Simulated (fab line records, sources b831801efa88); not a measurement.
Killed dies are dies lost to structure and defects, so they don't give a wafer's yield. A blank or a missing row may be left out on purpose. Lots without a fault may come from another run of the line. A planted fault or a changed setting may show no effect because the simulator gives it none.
fab line records | flow sky130
record lots=6 wafers=18 last_day=50
route steps=708 shown CONTACT@433 METAL1@434 PAD_OPEN@708
lots that met no fault: from a run of the same line without faults
start_h: hours from the record's first day to the start of the lot's first wafer shown | wait_h: hours since the lot's step before | " the same as in the row above | L1.1+2: a row that stands for several wafers | - no value, or no start given | * or withheld: withheld | < > ~ a bound
route shown NAME@n: a module of which the file shows steps, and the number in the route of the first | usual: mean/standard deviation of fault-free wafers | same: alike in all rows | chamber/n: place in a boat | sites: the reading at each site | _std_site: their standard deviation | _edge_site: outer sites' mean less inner sites' | radius_mm: how far each site lies from the wafer's centre | mask NAME#n: copy n | behind: the tool/chamber that last shaped the wafer | hold: why the lot was held/for how many hours/how that ended | device: the transistor (n, p or np) that didn't switch | end of line: the same wafers' tests at the end of the route | a step without rows: its recipe alone | killed: dies lost to structure and defects at the first sort, not the wafer's yield | map: a wafer's dies, x killed, . not, _ none there
set.NAME: the setting as run; set.NAME@STEP: as run at that earlier step | model.NAME: the simulator's own value behind a step, which no gauge read
lots at some steps of the route; a table a step, a row a wafer
services: from which hour (start_h, from the record's first day; less than 0 if before it) a tool's chamber was out of use, for how many hours, and why
## steps
# step SKY_CONTACT_CMP_27
# recipe stop_on=SiO2 t_overpolish_s=15 down_force_psi=3.5 platen_rpm=60 target_thk_nm=0 pad_velocity_m_s=0.94248
# usual motor_current_A=11.6/1.1 overpolish_run_s=14.998/0.0094 time_to_endpoint_s=79.7/2.6
# same t_overpolish_s=15
# columns lot.wafer tool chamber start_h wait_h motor_current_A overpolish_run_s time_to_endpoint_s
L257.2 cmp-01 3 770.92 0.1 10.5 14.985 77.9
L257.1 " 0 " " 14.0 14.995 79.4
L257.6 " 3 " " 10.3 15.013 75.2
L261.2 cmp-01 2 813.18 0.0 11.4 15.003 82.8
L261.1 " 1 " " 11.3 14.990 78.8
L261.5 " 3 " " 9.7 14.993 80.1
L264.3 cmp-01 0 823.77 0.0 13.9 15.008 79.1
L264.2 " 1 " " 11.2 14.999 79.8
L264.4 " 3 " " 10.5 15.009 80.2
L267.4 cmp-02 0 849.32 0.1 12.7 14.994 80.9
L267.3 " 1 " " 10.4 14.985 80.5
L267.6 " 2 " " 11.0 15.006 81.9
L272.3 cmp-02 2 892.85 0.0 10.8 15.004 76.4
L272.4 " 3 " " 11.4 14.996 79.3
L272.1 " 1 " " 10.7 14.988 79.5
L273.1 cmp-02 3 896.44 0.2 11.5 14.994 79.9
L273.5 " 0 " " 12.8 14.996 78.2
L273.6 " 1 " " 10.4 15.013 75.6
# step SKY_METAL1_SPUTTER_00
# recipe material=Ti target_thk_nm=15 power_w=3000 time_s=10 chamber_pressure_pa=0.4
# usual cathode_dc_power_W=2999.9/0.64 throttle_valve_pct=30.1/1.4
# columns lot.wafer tool chamber start_h wait_h cathode_dc_power_W throttle_valve_pct
L257.1 pvd_sputter-01 - 771.17 0.1 3000.2 29.9
L257.2 " - " " 3000.6 31.6
L257.6 " - " " 3000.8 31.9
L261.1 pvd_sputter-02 - 813.48 0.1 3000.6 28.3
L261.2 " - " " 3000.0 29.5
L261.5 " - " " 2999.7 28.3
L264.2 pvd_sputter-02 - 824.07 0.2 3000.2 29.4
L264.3 " - " " 3000.6 28.5
L264.4 " - " " 2999.6 28.4
L267.3 pvd_sputter-02 - 849.52 0.1 3001.0 30.1
L267.4 " - " " 2999.8 28.3
L267.6 " - " " 2999.6 28.4
L272.1 pvd_sputter-04 - 893.15 0.1 2999.3 27.7
L272.3 " - " " 2999.9 30.3
L272.4 " - " " 2999.7 31.6
L273.1 pvd_sputter-02 - 896.59 0.1 3000.1 30.5
L273.5 " - " " 2999.9 30.4
L273.6 " - " " 2999.6 28.6
# step SKY_METAL1_SPUTTER_01
# recipe material=TiN target_thk_nm=20 power_w=6500 time_s=16.7 chamber_pressure_pa=0.4
# step SKY_METAL1_SPUTTER_02
# recipe material=AlCu target_thk_nm=250 power_w=10600 time_s=13.3 chamber_pressure_pa=0.4
# usual cathode_dc_power_W=10600/2 throttle_valve_pct=30.1/1.5
# columns lot.wafer tool chamber start_h wait_h cathode_dc_power_W throttle_valve_pct
L257.1 pvd_sputter-01 - 771.21 0.0 10600 29.7
L257.2 " - " " 10598 31.9
L257.6 " - " " 10600 31.8
L261.1 pvd_sputter-02 - 813.53 0.0 10601 29.0
L261.2 " - " " 10597 29.4
L261.5 " - " " 10600 28.5
L264.2 pvd_sputter-02 - 824.11 0.0 10603 29.4
L264.3 " - " " 10600 28.6
L264.4 " - " " 10599 28.5
L267.3 pvd_sputter-02 - 849.57 0.0 10603 30.4
L267.4 " - " " 10596 28.5
L267.6 " - " " 10602 28.3
L272.1 pvd_sputter-04 - 893.20 0.0 10600 27.5
L272.3 " - " " 10603 30.4
L272.4 " - " " 10602 31.6
L273.1 pvd_sputter-02 - 896.63 0.0 10598 30.1
L273.5 " - " " 10599 30.4
L273.6 " - " " 10602 28.7
# step SKY_METAL1_SPUTTER_03
# recipe material=Ti target_thk_nm=5 power_w=3000 time_s=3.3 chamber_pressure_pa=0.4
# usual cathode_dc_power_W=3000.1/0.53 throttle_valve_pct=30.1/1.4
# columns lot.wafer tool chamber start_h wait_h cathode_dc_power_W throttle_valve_pct
L257.1 pvd_sputter-01 - 771.24 0.0 2999.7 29.9
L257.2 " - " " 2999.8 31.8
L257.6 " - " " 2999.1 32.2
L261.1 pvd_sputter-02 - 813.55 0.0 3000.4 28.6
L261.2 " - " " 2999.4 29.5
L261.5 " - " " 3001.8 28.6
L264.2 pvd_sputter-02 - 824.14 0.0 3000.0 29.2
L264.3 " - " " 2999.6 28.3
L264.4 " - " " 3000.0 28.7
L267.3 pvd_sputter-02 - 849.59 0.0 3000.2 30.1
L267.4 " - " " 3000.9 28.5
L267.6 " - " " 2999.9 28.5
L272.1 pvd_sputter-04 - 893.22 0.0 2999.7 27.5
L272.3 " - " " 2999.6 30.3
L272.4 " - " " 3000.5 31.5
L273.1 pvd_sputter-02 - 896.66 0.0 3000.3 30.3
L273.5 " - " " 3000.5 30.3
L273.6 " - " " 3000.7 28.4
# step SKY_METAL1_SPUTTER_04
# recipe material=TiN target_thk_nm=70 power_w=6430 time_s=58.3 chamber_pressure_pa=0.4
# usual cathode_dc_power_W=6430.0/1.1 throttle_valve_pct=30.1/1.5
# columns lot.wafer tool chamber start_h wait_h cathode_dc_power_W throttle_valve_pct
L257.1 pvd_sputter-01 - 771.26 0.0 6430.2 29.6
L257.2 " - " " 6430.2 32.0
L257.6 " - " " 6429.4 32.0
L261.1 pvd_sputter-02 - 813.57 0.0 6428.4 28.3
L261.2 " - " " 6429.7 29.5
L261.5 " - " " 6431.4 28.8
L264.2 pvd_sputter-02 - 824.16 0.0 6430.0 29.3
L264.3 " - " " 6431.0 28.6
L264.4 " - " " 6429.2 28.3
L267.3 pvd_sputter-02 - 849.61 0.0 6429.6 30.3
L267.4 " - " " 6433.2 28.6
L267.6 " - " " 6430.7 28.3
L272.1 pvd_sputter-04 - 893.24 0.0 6431.4 27.9
L272.3 " - " " 6430.2 30.5
L272.4 " - " " 6429.4 31.9
L273.1 pvd_sputter-02 - 896.68 0.0 6429.6 30.4
L273.5 " - " " 6430.0 30.2
L273.6 " - " " 6431.4 28.5
# step SKY_METAL1_RS_MEAS_05
# recipe thk_meas_gauge=four-point-probe reads=TiN_of_METAL1_SPUTTER_04+Ti_of_METAL1_SPUTTER_03+AlCu_of_METAL1_SPUTTER_02+TiN_of_METAL1_SPUTTER_01+Ti_of_METAL1_SPUTTER_00
# usual METAL1_ALCU_RS=0.1269/0.0017
# columns lot.wafer tool chamber start_h wait_h METAL1_ALCU_RS[ohm/sq]
L257.1 film_metro-02 - 771.31 0.0 0.1264
L257.2 " - " " 0.1262
L257.6 " - " " 0.1259
L261.1 film_metro-02 - 813.62 0.0 0.1273
L261.2 " - " " 0.1248
L261.5 " - " " 0.1269
L264.2 film_metro-02 - 824.23 0.0 0.1262
L264.3 " - " " 0.1289
L264.4 " - " " 0.1285
L267.3 film_metro-04 - 849.70 0.1 0.1265
L267.4 " - " " 0.1301
L267.6 " - " " 0.1297
L272.1 film_metro-02 - 893.29 0.0 0.1265
L272.3 " - " " 0.1247
L272.4 " - " " 0.1241
L273.1 film_metro-01 - 896.73 0.0 0.1251
L273.5 " - " " 0.1252
L273.6 " - " " 0.1267
# step SKY_METAL1_THK_MEAS_06
# recipe thk_meas_gauge=xrf reads=AlCu_of_METAL1_SPUTTER_02
# usual METAL1_ALCU_THK=250/3.7
# columns lot.wafer tool chamber start_h wait_h METAL1_ALCU_THK[nm]
L257.1 film_metro-02 - 771.43 0.1 252
L257.2 " - " " 252
L257.6 " - " " 252
L261.1 film_metro-02 - 813.74 0.1 250
L261.2 " - " " 254
L261.5 " - " " 252
L264.2 film_metro-02 - 824.34 0.1 252
L264.3 " - " " 248
L264.4 " - " " 250
L267.3 film_metro-04 - 849.80 0.1 249
L267.4 " - " " 243
L267.6 " - " " 244
L272.1 film_metro-02 - 893.41 0.1 253
L272.3 " - " " 254
L272.4 " - " " 256
L273.1 film_metro-01 - 896.85 0.1 253
L273.5 " - " " 254
L273.6 " - " " 252
# step SKY_METAL1_DEHYDRATE_07
# recipe temp_c=200 time_s=60
# step SKY_METAL1_HMDS_08
# recipe prime_time_s=60 prime_temp_c=120
# step SKY_METAL1_COAT_09
# recipe resist=BARC temp_c=withheld time_s=withheld spin_rpm=3000 resist_thk_nm=60
# step SKY_METAL1_COAT_10
# recipe resist=KrF-thick spin_rpm=3000 resist_thk_nm=450
# step SKY_METAL1_SOFTBAKE_11
# recipe temp_c=100 time_s=90 resist=KrF-thick
# usual heater_power_total_W=57.36/0.11 run_length_s=119.08/0.21
# columns lot.wafer tool chamber start_h wait_h heater_power_total_W run_length_s
L257.1 litho_track-01 0 784 - 58.93 112.19
L257.2 " 0 " " 58.90 112.06
L257.6 " 0 " " 58.69 112.10
L261.1 litho_track-01 0 827 - 58.76 111.97
L261.2 " 0 " " 58.98 112.18
L261.5 " 0 " " 58.87 112.11
L264.2 litho_track-02 0 836 - 57.34 118.94
L264.3 " 0 " " 57.46 118.97
L264.4 " 0 " " 57.29 119.07
L267.3 litho_track-03 0 863 - 57.41 119.30
L267.4 " 0 " " 57.18 119.25
L267.6 " 0 " " 57.39 119.43
L272.1 litho_track-01 0 906 - 57.36 118.81
L272.3 " 0 907 - 57.27 118.85
L272.4 " 0 " " 57.45 119.06
L273.1 litho_track-01 0 910 - 57.29 119.10
L273.5 " 0 " " 57.35 118.86
L273.6 " 0 " " 57.51 118.86
# step SKY_METAL1_EXPOSE_12
# recipe mask_id=MM1 na=0.8 source_shape=annular sigma_inner=0.55 sigma_outer=0.85 target_cd_nm=140 dose_mj=28
# step SKY_PAD_OPEN_PROBE_99
# usual defect_limited_yield=82.2/1.9 killed_at_M0_to_M3=43/6.3 killed_at_M4_up=3.3/1.7 killed_at_contacts=24/5.4 killed_at_front_end=16/4.6 killed_at_other=0.4/0.7 killed_dies=87/9.4 killed_open=47/6.9 killed_short=39/6.1 sort_bin_3_pad_short=0.9/0.45 sort_bin_5_function=10.6/1.5 sort_bin_6_memory=6.3/1.2 sort_n_pass=405/9.4 sort_yield_pct=82.2/1.9
# same gross_dies=492 killed_at_back_side=0 sort_bin_4_leakage[%]=0 sort_bin_8_speed[%]=0
# columns lot.wafer tool chamber start_h wait_h defect_limited_yield[%] killed_at_M0_to_M3 killed_at_M4_up killed_at_contacts killed_at_front_end killed_at_other killed_dies killed_open killed_short sort_bin_3_pad_short[%] sort_bin_5_function[%] sort_bin_6_memory[%] sort_n_pass sort_yield_pct[%]
L257.1 prober-02 - 1103.45 0.1 82.7 49 8 14 14 0 85 39 44 0.6 11.8 4.9 407 82.7
L257.2 prober-02 - 1103.50 0.1 81.1 41 2 25 24 1 93 54 39 0.8 12.4 5.7 399 81.1
L257.6 prober-02 - 1103.70 0.2 84.1 40 5 24 9 0 78 40 38 0.4 10.0 5.5 414 84.1
L261.1 prober-02 - 1134.61 0.1 86.2 32 3 16 17 0 68 32 36 0.6 7.5 5.7 424 86.2
L261.2 prober-02 - 1134.66 0.1 84.3 43 2 24 7 1 77 50 27 0.6 8.3 6.7 415 84.3
L261.5 prober-02 - 1134.81 0.2 81.5 44 3 30 13 1 91 42 49 1.4 11.6 5.5 401 81.5
L264.2 prober-01 - 1144.33 0.1 81.1 39 3 25 26 0 93 57 36 0.2 11.0 7.7 399 81.1
L264.3 prober-01 - 1144.38 0.2 83.9 56 3 11 9 0 79 41 38 0.6 8.7 6.7 413 83.9
L264.4 prober-01 - 1144.43 0.2 80.1 49 3 21 24 1 98 56 42 0.6 12.6 6.7 394 80.1
L267.3 prober-02 - 1159.55 0.2 82.1 43 3 17 24 1 88 53 35 0.4 11.6 5.9 404 82.1
L267.4 prober-02 - 1159.60 0.2 81.9 42 2 33 12 0 89 46 43 1.0 10.4 6.7 403 81.9
L267.6 prober-02 - 1159.70 0.2 78.5 59 3 25 19 0 106 65 41 0.8 12.4 8.3 386 78.5
L272.1 prober-01 - 1190.95 0.1 79.3 48 5 27 21 1 102 52 50 1.4 11.4 7.9 390 79.3
L272.3 prober-01 - 1191.05 0.2 83.1 39 5 21 18 0 83 38 45 1.0 11.2 4.7 409 83.1
L272.4 prober-01 - 1191.10 0.2 78.0 59 1 32 16 0 108 56 52 1.0 13.0 7.9 384 78.0
L273.1 prober-02 - 1191.69 0.1 83.1 47 2 21 11 2 83 44 39 1.0 9.6 6.3 409 83.1
L273.5 prober-02 - 1191.89 0.2 80.9 42 2 34 16 0 94 52 42 0.8 10.0 8.3 398 80.9
L273.6 prober-02 - 1191.94 0.2 85.4 37 4 19 12 0 72 35 37 1.0 8.9 4.7 420 85.4
# killed by level:class
L257.1 METAL1:geometric_particle:short=11 VIA1:geometric_particle:open=10 METAL2:geometric_particle:short=7 LI_CONTACT:geometric_particle:open=5 VIA1:geometric_particle:short=5 CONTACT:geometric_particle:short=5 FIELD_ISO:geometric_particle:open=4 VIA3:geometric_particle:open=4
L257.2 CONTACT:geometric_particle:open=12 VIA1:geometric_particle:open=9 METAL1:geometric_particle:short=8 VIA2:geometric_particle:open=8 FIELD_ISO:geometric_particle:open=7 LI_CONTACT:geometric_particle:open=7 FIELD_ISO:geometric_particle:short=5 POLY_GATE:geometric_particle:short=5
L257.6 VIA1:geometric_particle:open=10 LI_CONTACT:geometric_particle:open=9 CONTACT:geometric_particle:open=7 METAL2:geometric_particle:short=7 METAL1:geometric_particle:short=6 FIELD_ISO:geometric_particle:short=5 METAL4:geometric_particle:short=5 VIA3:geometric_particle:open=4
L261.1 VIA1:geometric_particle:open=7 METAL2:geometric_particle:short=6 CONTACT:geometric_particle:open=6 VIA2:geometric_particle:open=6 FIELD_ISO:geometric_particle:open=4 POLY_GATE:geometric_particle:short=4 LI_CONTACT:geometric_particle:open=3 CONTACT:geometric_particle:short=3
L261.2 VIA1:geometric_particle:open=11 LI_CONTACT:geometric_particle:open=9 VIA2:geometric_particle:open=9 CONTACT:geometric_particle:open=6 VIA3:geometric_particle:open=6 CONTACT:geometric_particle:short=4 METAL2:geometric_particle:short=4 LOCAL_INTERCONNECT:geometric_particle:short=3
L261.5 CONTACT:geometric_particle:open=11 VIA2:geometric_particle:open=9 METAL1:geometric_particle:short=8 CONTACT:geometric_particle:short=7 VIA1:geometric_particle:open=6 VIA3:geometric_particle:open=6 LI_CONTACT:geometric_particle:open=5 LI_CONTACT:geometric_particle:short=5
L264.2 VIA1:geometric_particle:open=12 CONTACT:geometric_particle:open=11 FIELD_ISO:geometric_particle:open=7 POLY_GATE:geometric_particle:open=7 POLY_GATE:geometric_particle:short=6 METAL1:geometric_particle:short=6 LI_CONTACT:geometric_particle:open=6 VIA3:geometric_particle:open=5
L264.3 VIA1:geometric_particle:open=15 METAL1:geometric_particle:short=9 VIA1:geometric_particle:short=6 VIA3:geometric_particle:open=6 VIA2:geometric_particle:open=5 FIELD_ISO:geometric_particle:open=4 CONTACT:geometric_particle:open=4 VIA2:geometric_particle:short=4
L264.4 VIA1:geometric_particle:open=16 CONTACT:geometric_particle:open=10 POLY_GATE:geometric_particle:open=7 VIA1:geometric_particle:short=7 POLY_GATE:geometric_particle:short=6 VIA3:geometric_particle:open=6 METAL1:geometric_particle:short=5 FIELD_ISO:geometric_particle:open=4
L267.3 CONTACT:geometric_particle:open=9 METAL2:geometric_particle:short=7 VIA2:geometric_particle:open=7 VIA3:geometric_particle:open=7 LI_CONTACT:geometric_particle:open=6 VIA1:geometric_particle:open=6 FIELD_ISO:geometric_particle:open=5 POLY_GATE:geometric_particle:open=5
L267.4 VIA2:geometric_particle:open=11 CONTACT:geometric_particle:short=9 LI_CONTACT:geometric_particle:open=8 VIA1:geometric_particle:open=8 METAL2:geometric_particle:short=8 CONTACT:geometric_particle:open=6 LI_CONTACT:geometric_particle:short=5 METAL1:geometric_particle:short=5
L267.6 CONTACT:geometric_particle:open=15 METAL2:geometric_particle:short=10 VIA1:geometric_particle:open=9 VIA3:geometric_particle:open=8 METAL1:geometric_particle:short=6 VIA2:geometric_particle:open=6 VIA2:geometric_particle:short=6 FIELD_ISO:geometric_particle:open=4
L272.1 VIA1:geometric_particle:open=14 LI_CONTACT:geometric_particle:open=9 VIA2:geometric_particle:open=7 CONTACT:geometric_particle:open=7 METAL2:geometric_particle:short=6 FIELD_ISO:geometric_particle:open=5 LI_CONTACT:geometric_particle:short=5 VIA1:geometric_particle:short=5
L272.3 VIA1:geometric_particle:short=9 VIA1:geometric_particle:open=9 LI_CONTACT:geometric_particle:open=6 METAL2:geometric_particle:short=6 FIELD_ISO:geometric_particle:open=5 VIA2:geometric_particle:open=5 CONTACT:geometric_particle:short=4 CONTACT:geometric_particle:open=4
L272.4 VIA1:geometric_particle:open=15 CONTACT:geometric_particle:open=11 LI_CONTACT:geometric_particle:open=10 VIA1:geometric_particle:short=9 VIA2:geometric_particle:open=7 FIELD_ISO:geometric_particle:short=6 VIA2:geometric_particle:short=6 CONTACT:geometric_particle:short=6
L273.1 VIA1:geometric_particle:open=11 VIA2:geometric_particle:open=8 LI_CONTACT:geometric_particle:open=7 LOCAL_INTERCONNECT:geometric_particle:short=5 CONTACT:geometric_particle:open=5 METAL2:geometric_particle:short=4 METAL1:geometric_particle:short=4 METAL3:geometric_particle:short=4
L273.5 CONTACT:geometric_particle:open=14 VIA1:geometric_particle:open=8 VIA3:geometric_particle:open=7 LOCAL_INTERCONNECT:geometric_particle:short=7 VIA2:geometric_particle:open=6 METAL1:geometric_particle:short=5 LI_CONTACT:geometric_particle:short=5 LI_CONTACT:geometric_particle:open=5
L273.6 CONTACT:geometric_particle:open=7 METAL3:geometric_particle:short=5 CONTACT:geometric_particle:short=4 POLY_GATE:geometric_particle:open=4 METAL4:geometric_particle:short=4 LI_CONTACT:geometric_particle:open=4 VIA1:geometric_particle:short=4 VIA3:geometric_particle:open=4
## services
# columns tool chamber start_h hours kind
cmp-01 - 747.36 2.3 repair
cmp-02 - 748.00 - consumable_replace:conditioner
cmp-02 - 748.00 - consumable_replace:pad
cmp-02 - 767.86 0.8 repair
cmp-02 - 811.29 5.5 pm
pvd_sputter-01 - 874.15 2.3 repair
cmp-01 - 879.76 11.5 repair
cmp-01 - 904.95 2.4 repair
## key
first_sign step=SKY_METAL1_SOFTBAKE_11 reading=run_length_s direction=down sigmas=34 usual=* struck=*
effect step=SKY_METAL1_SOFTBAKE_11 reading=heater_power_total_W direction=up sigmas=13 usual=* struck=*
met_at SKY_METAL1_SOFTBAKE_11
struck_wafers L257.1,L257.2,L257.6,L261.1,L261.2,L261.5
fault kind=process_parameter_drift tool=litho_track-01 chamber=- onset_h=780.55 steps=SKY_METAL1_SOFTBAKE_11 channel=time_s offset=* shape=step end_h=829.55 acts_in=* stated=*
